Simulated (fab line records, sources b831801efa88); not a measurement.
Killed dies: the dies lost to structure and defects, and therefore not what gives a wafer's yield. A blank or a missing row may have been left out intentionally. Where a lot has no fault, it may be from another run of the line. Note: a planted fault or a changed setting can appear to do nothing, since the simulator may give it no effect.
fab line records	flow sky130
record: lots: 7	wafers: 21	last-day: 50
route steps=708 shown POLY_CUT@313 SD_P@320
lots with no fault: from the same line, run without faults
start-h: hours from the record's opening day to when the first of the lot's shown wafers began	wait-h: how many hours have passed since the lot's step before this one	" identical to the entry in the row above	L1.1+2: a single row standing in for several wafers	- value missing, or start not given	* or withheld: withheld	< > ~ a bound
route shown NAME@n: a module of which the file shows steps, and the number in the route of the first	usual: average and standard deviation across the fault-free wafers	same: alike in all rows	chamber/n: place in a boat	sites: per-site readings	_std_site: how widely they spread, as a standard deviation	_edge_site: mean of outer sites minus mean of inner sites	radius-mm: for every site, how far away it sits from the centre of the wafer	mask NAME#n: copy n	behind: tool/chamber where the wafer was last shaped	hold: why the lot was held/for how many hours/how that ended	device: which transistor (n, p or np) failed to switch	end of line: tests of these same wafers at the route's end	step lacking rows: just its recipe	killed: the dies lost at the first sort to structure and to defects; this is not the yield of the wafer	map: shows each die of a wafer: x if killed, . if not, _ if none is there
set.NAME: setting as actually run; set.NAME@STEP: the setting as run at that earlier step	model.NAME: the simulator's own value behind a step, which no gauge read
a table for each step, a row for each wafer; lots at some steps of the route
services: a tool's chamber out of use, with start hour (start-h, from the record's first day; less than 0 if before it), hours out, and reason
== steps ==
step: SKY_POLY_CUT_PEB_06
recipe: peb-temp-c: withheld	peb-time-s: withheld	resist: KrF-thick
step: SKY_POLY_CUT_DEVELOP_07
recipe: develop-time-s: 60	resist: KrF-thick	dev-temp-c: 21
step: SKY_POLY_CUT_CD_MEAS_08
recipe: target-cd-nm: 270
usual: cd-nm: 270.7/1.6
lot.wafer	tool	chamber	start-h	wait-h	cd-nm
L669.2	cd-sem-02	-	572.70	-	272.6
L669.3	"	-	"	"	273.0
L669.4	"	-	"	"	273.4
L674.2	cd-sem-02	-	624.72	-	268.1
L674.3	"	-	"	"	268.7
L674.4	"	-	"	"	270.9
L675.1	cd-sem-02	-	632.87	-	271.2
L675.4	"	-	"	"	271.4
L675.6	"	-	"	"	269.3
L676.1	cd-sem-02	-	636.22	-	272.5
L676.3	"	-	"	"	272.1
L676.6	"	-	"	"	270.1
L679.3	cd-sem-02	-	666.96	-	269.6
L679.5	"	-	"	"	268.9
L679.6	"	-	"	"	268.3
L682.2	cd-sem-02	-	687.58	-	269.8
L682.4	"	-	"	"	269.8
L682.5	"	-	"	"	269.2
L690.1	cd-sem-01	-	748.51	-	270.0
L690.4	"	-	"	"	269.1
L690.6	"	-	"	"	271.2
step: SKY_POLY_CUT_OVL_MEAS_09
usual: POLY_CUT_OVL: -2/5.5
lot.wafer	tool	chamber	start-h	wait-h	POLY_CUT_OVL[nm]
L669.2	overlay-02	-	572.81	0.1	-4
L669.3	"	-	"	"	6
L669.4	"	-	"	"	3
L674.2	overlay-02	-	624.83	0.1	-5
L674.3	"	-	"	"	-2
L674.4	"	-	"	"	-9
L675.1	overlay-02	-	632.99	0.1	3
L675.4	"	-	"	"	2
L675.6	"	-	"	"	1
L676.1	overlay-02	-	636.34	0.1	3
L676.3	"	-	"	"	-4
L676.6	"	-	"	"	-7
L679.3	overlay-01	-	667.05	0.1	0
L679.5	"	-	"	"	6
L679.6	"	-	"	"	1
L682.2	overlay-01	-	687.68	0.1	0
L682.4	"	-	"	"	2
L682.5	"	-	"	"	-1
L690.1	overlay-02	-	748.63	0.1	8
L690.4	"	-	"	"	-1
L690.6	"	-	"	"	2
step: SKY_POLY_CUT_ETCH_10
recipe: chemistry: N2/H2	target: BARC	ion-energy-ev: 200	source-w: 500	bias-w: 100	pressure-mtorr: 30	n2-flow-sccm: 100	h2-flow-sccm: 200	stop-on: SiO2	time-s: 45.9	target-depth-a: 600
usual: drypump-motor-current-A: 6.0/0.5	oes-product-au: 0.855/0.0045	throttle-valve-pct: 13.225/0.0097
lot.wafer	tool	chamber	start-h	wait-h	drypump-motor-current-A	oes-product-au	rf-hours-counter-h	throttle-valve-pct
L669.2	rie-diel-04	0	572.84	0.0	5.6	0.850	1	13.231
L669.3	"	3	"	"	6.2	0.853	15	13.242
L669.4	"	1	"	"	6.1	0.860	14	13.221
L674.2	rie-diel-04	3	624.86	0.0	6.2	0.858	15	13.219
L674.3	"	0	"	"	5.6	0.852	2	13.221
L674.4	"	2	"	"	6.7	0.852	1	13.229
L675.1	rie-diel-01	1	633.02	0.0	6.2	0.862	2	13.227
L675.4	"	2	"	"	6.4	0.856	18	13.237
L675.6	"	3	"	"	5.6	0.854	-	13.210
L676.1	rie-diel-01	0	636.37	0.0	4.9	0.848	15	13.229
L676.3	"	2	"	"	6.4	0.853	19	13.224
L676.6	"	1	"	"	6.2	0.850	-	13.214
L679.3	rie-diel-04	3	667.07	0.0	6.2	0.855	16	13.220
L679.5	"	1	"	"	6.1	0.851	-	13.241
L679.6	"	2	"	"	6.7	0.863	-	13.214
L682.2	rie-diel-01	1	687.71	0.0	6.2	0.853	3	13.218
L682.4	"	3	"	"	5.6	0.857	15	13.232
L682.5	"	0	"	"	4.9	0.854	-	13.236
L690.1	rie-diel-04	0	748.66	0.0	5.7	0.856	4	13.222
L690.4	"	0	"	"	5.6	0.861	-	13.201
L690.6	"	3	"	"	6.3	0.854	-	13.237
step: SKY_POLY_CUT_ETCH_11
recipe: target: Si3N4	chemistry: CF4/CH2F2/Ar	stop-on: poly-Si	source-w: 600	bias-w: 150	pressure-mtorr: 40	cf4-flow-sccm: 40	ch2f2-flow-sccm: 20	Ar_flow_sccm: 150	time-s: 42.5	target-depth-a: 600
usual: drypump-motor-current-A: 6.0/0.5	oes-product-au: 0.830/0.0058	throttle-valve-pct: 14.994/0.0088
lot.wafer	tool	chamber	start-h	wait-h	drypump-motor-current-A	oes-product-au	rf-hours-counter-h	throttle-valve-pct
L669.2	rie-diel-04	0	572.88	0.0	5.6	0.831	1	14.990
L669.3	"	3	"	"	6.3	0.838	15	14.990
L669.4	"	1	"	"	6.1	0.833	14	14.990
L674.2	rie-diel-04	3	624.90	0.0	6.2	0.825	15	15.010
L674.3	"	0	"	"	5.6	0.825	2	15.002
L674.4	"	2	"	"	6.7	0.828	1	14.987
L675.1	rie-diel-01	1	633.07	0.0	6.2	0.832	2	14.991
L675.4	"	2	"	"	6.5	0.830	18	14.996
L675.6	"	3	"	"	5.5	0.823	-	14.982
L676.1	rie-diel-01	0	636.42	0.0	4.9	0.837	15	14.975
L676.3	"	2	"	"	6.4	0.840	19	14.996
L676.6	"	1	"	"	6.2	0.830	-	14.996
L679.3	rie-diel-04	3	667.12	0.0	6.2	0.825	16	14.994
L679.5	"	1	"	"	6.1	0.825	-	14.997
L679.6	"	2	"	"	6.7	0.823	-	15.012
L682.2	rie-diel-01	1	687.75	0.0	6.2	0.830	3	14.981
L682.4	"	3	"	"	5.6	0.835	15	14.991
L682.5	"	0	"	"	4.9	0.835	-	14.998
L690.1	rie-diel-04	0	748.70	0.0	5.6	0.834	4	14.983
L690.4	"	0	"	"	5.6	0.828	-	14.998
L690.6	"	3	"	"	6.2	0.826	-	15.001
step: SKY_POLY_CUT_STRIP_12
recipe: chemistry: O2/N2	power-w: 1400	pressure-mtorr: 1500	platen-temp-c: withheld	o2-flow-sccm: 3000	n2-flow-sccm: 300	overash-fraction: 0.5
usual: drypump-motor-current-A: 6.2/0.44	oes-product-au: 0.452/0.0048	strip-time-to-endpoint-s: 5.358/0.016
same: overash-fraction: 0.5
lot.wafer	tool	chamber	start-h	wait-h	drypump-motor-current-A	oes-product-au	rf-hours-counter-h	strip-time-to-endpoint-s
L669.2	plasma-asher-01	1	572.92	0.0	6.6	0.452	75	5.369
L669.3	"	0	"	"	5.4	0.455	-	5.356
L669.4	"	1	"	"	6.6	0.451	-	5.367
L674.2	plasma-asher-03	0	624.94	0.0	5.9	0.455	20	5.338
L674.3	"	1	"	"	6.4	0.441	-	5.342
L674.4	"	0	"	"	5.9	0.458	-	5.360
L675.1	plasma-asher-01	1	633.11	0.0	6.6	0.456	82	5.324
L675.4	"	1	"	"	6.6	0.449	-	5.335
L675.6	"	1	"	"	6.6	0.445	-	5.336
L676.1	plasma-asher-03	0	636.46	0.0	6.0	0.450	21	5.351
L676.3	"	0	"	"	6.0	0.452	-	5.372
L676.6	"	1	"	"	6.4	0.448	-	5.332
L679.3	plasma-asher-02	0	667.19	0.1	6.6	0.454	-	5.374
L679.5	"	1	"	"	6.5	0.445	-	5.360
L679.6	"	0	"	"	6.6	0.454	-	5.366
L682.2	plasma-asher-01	0	687.79	0.0	5.4	0.447	87	5.351
L682.4	"	1	"	"	6.6	0.459	-	5.343
L682.5	"	1	"	"	6.6	0.453	-	5.374
L690.1	plasma-asher-01	1	748.74	0.0	6.5	0.452	93	5.356
L690.4	"	1	"	"	6.5	0.448	-	5.376
L690.6	"	1	"	"	6.6	0.459	-	5.331
step: SKY_SD_P_DEHYDRATE_00
recipe: temp-c: 200	time-s: 60
step: SKY_SD_P_HMDS_01
recipe: prime-time-s: 60	prime-temp-c: 120
step: SKY_SD_P_COAT_02
recipe: resist: NOVOLAK	spin-rpm: 3000	resist-thk-nm: 1140
step: SKY_SD_P_SOFTBAKE_03
recipe: temp-c: 90	time-s: 60	resist: NOVOLAK
step: SKY_SD_P_EXPOSE_04
recipe: mask-id: PSDM	na: 0.6	source-shape: conventional	sigma-outer: 0.6	polarization: unpolarized	target-cd-nm: 380	dose-mj: 138
step: SKY_SD_P_PEB_05
recipe: temp-c: withheld	time-s: *	resist: NOVOLAK
usual: chill-plate-temp-C: *	exhaust-pa: 45.1/0.91
lot.wafer	tool	chamber	start-h	wait-h	chill-plate-temp-C	exhaust-pa
L669.2	litho-track-01	0	601.23	-	*	45.9
L669.3	"	0	"	"	*	45.7
L669.4	"	0	"	"	*	46.0
L674.2	litho-track-04	-	653.11	-	-	-
L674.3	"	-	"	"	-	-
L674.4	"	-	"	"	-	-
L675.1	litho-track-04	-	660.98	-	-	-
L675.4	"	-	"	"	-	-
L675.6	"	-	"	"	-	-
L676.1	litho-track-04	-	664.33	-	-	-
L676.3	"	-	"	"	-	-
L676.6	"	-	"	"	-	-
L679.3	litho-track-01	0	694.36	-	*	44.7
L679.5	"	0	"	"	*	46.0
L679.6	"	0	"	"	*	44.6
L682.2	litho-track-03	0	715.29	-	*	45.2
L682.4	"	0	"	"	*	44.5
L682.5	"	0	"	"	*	45.0
L690.1	litho-track-04	0	775.69	-	*	46.2
L690.4	"	0	"	"	*	44.9
L690.6	"	0	"	"	*	45.5
step: SKY_SD_P_DEVELOP_06
recipe: resist: NOVOLAK	developer: TMAH	develop-time-s: 60	dev-temp-c: 23
== services ==
tool	chamber	start-h	hours	kind
rie-diel-01	1	569.39	12.9	repair
rie-diel-01	3	601.40	1.5	repair
rie-diel-01	0	608.24	11.7	repair
plasma-asher-03	-	610.92	1.2	repair
litho-track-03	-	628.12	-	consumable-replace:filter
plasma-asher-01	-	682.91	0.3	repair
rie-diel-01	-	710.02	68.1	repair
plasma-asher-02	-	733.75	9.0	pm
plasma-asher-02	0	733.75	9.0	vent-cycle
plasma-asher-02	1	733.75	9.0	vent-cycle
rie-diel-04	1	735.20	20.2	repair
plasma-asher-02	0	742.75	-	clean
plasma-asher-02	1	742.75	-	clean
plasma-asher-02	-	745.38	0.4	repair
rie-diel-01	1	749.10	4.6	repair
rie-diel-01	2	768.86	7.4	repair
== key ==
first-sign: step: SKY_SD_P_PEB_05	reading: tool-record	direction: missing
effect none on later readings
met-at SKY_SD_P_PEB_05
struck-wafers L674.2,L674.3,L674.4,L675.1,L675.4,L675.6,L676.1,L676.3,L676.6
sort-left-out L674.2,L674.3,L674.4,L675.1,L675.4,L675.6,L676.1,L676.3,L676.6
tester-left-out L674,L675,L676
fault: kind: skipped-step-whole	tool: litho-track-04	chamber: -	onset-h: 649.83	steps: SKY_SD_P_PEB_05	scope: struck-lots-only
tester-left-out: of these lots the tester's yield and bins aren't shown, on N5 and GAA mostly nor the transistor test; their killed dies are dies lost to structure and defects alone, not to doping, threshold or leakage, so they don't give the yield
sort-left-out: the simulated sort isn't trusted on such a fault, so these wafers' sort isn't shown, and their yield isn't known
